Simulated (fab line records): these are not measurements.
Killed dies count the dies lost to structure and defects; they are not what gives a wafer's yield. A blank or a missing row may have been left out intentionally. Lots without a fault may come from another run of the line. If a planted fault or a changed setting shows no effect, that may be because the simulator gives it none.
What tool caused it?	flow sky130	36 wafers from 12 lots sampled at 2 of the route's 708 steps

WHAT EACH GAUGE READ, for each wafer
SKY_LI_CONTACT_CD_MEAS_12: the cd target is 170 nm.
lot	measured	on	cd nm (nm)
L075	day 29 14:48	cd sem-02	170.3 170.4 170.3
L077	day 30 01:56	cd sem-01	171.0 170.5 171.1
L079	day 31 06:14	cd sem-02	168.4 169.0 169.7
L081	day 32 01:45	cd sem-02	169.3 168.0 169.2
L084	day 32 23:52	cd sem-02	166.7 167.5 167.4
L085	day 33 06:49	cd sem-02	169.0 168.8 168.0
L087	day 33 12:38	cd sem-02	170.3 170.1 171.1
L089	day 34 09:00	cd sem-01	170.0 169.9 169.1
L091	day 34 20:43	cd sem-02	171.7 171.1 168.8
L093	day 35 06:20	cd sem-02	168.6 169.2 168.3
L095	day 36 01:52	cd sem-02	169.1 169.1 170.0
L097	day 36 12:16	cd sem-02	171.8 172.5 173.0

TOOL THAT RAN EACH LOT (tool first, then ch and the chambers of the sampled wafers, then the start)
lot	SKY_POLY_CUT_ETCH_11
L075	rie diel-01 ch 0,3, day 24 18:07
L077	rie diel-03 ch 1,2,3, day 25 05:58
L079	rie diel-03 ch 0,1,2, day 26 10:41
L081	rie diel-01 ch 1,2,3, day 27 08:50
L084	rie diel-03 ch 0,3, day 28 07:11
L085	rie diel-01 ch 1,3, day 28 14:55
L087	rie diel-01 ch 1,2, day 28 20:36
L089	rie diel-03 ch 1,2,3, day 29 18:28
L091	rie diel-03 ch 0,2, day 30 07:03
L093	rie diel-02 ch 0,1, day 30 18:06
L095	rie diel-03 ch 1,2,3, day 31 12:32
L097	rie diel-02 ch 1,3, day 32 00:32
- SKY_POLY_CUT_ETCH_11: etches Si3N4 in CF4/CH2F2/Ar, stops on poly-Si, time 42.5 s, target depth 60 nm.

THE ANSWER, worked out from the rows above alone
Rule: usual is defined by the lots themselves. The widest of any qualifying gaps counts: lots, ordered by their means at a reading, are off when they make up no more than a third of the lots, leave a main group of 4 or more, and stand apart from it by 3 or more times the standard deviation of that group's means. Not used: any main group whose means are identical at the precision the tables above print for the reading. Also off: a lot with no number at a reading for which 4 or more lots have one. Where the step has rows for the other lots, those lots are counted as sound.
None of the lots is off at any reading shown; this tells nothing.

WHAT WAS PUT IN BY THE SIMULATOR
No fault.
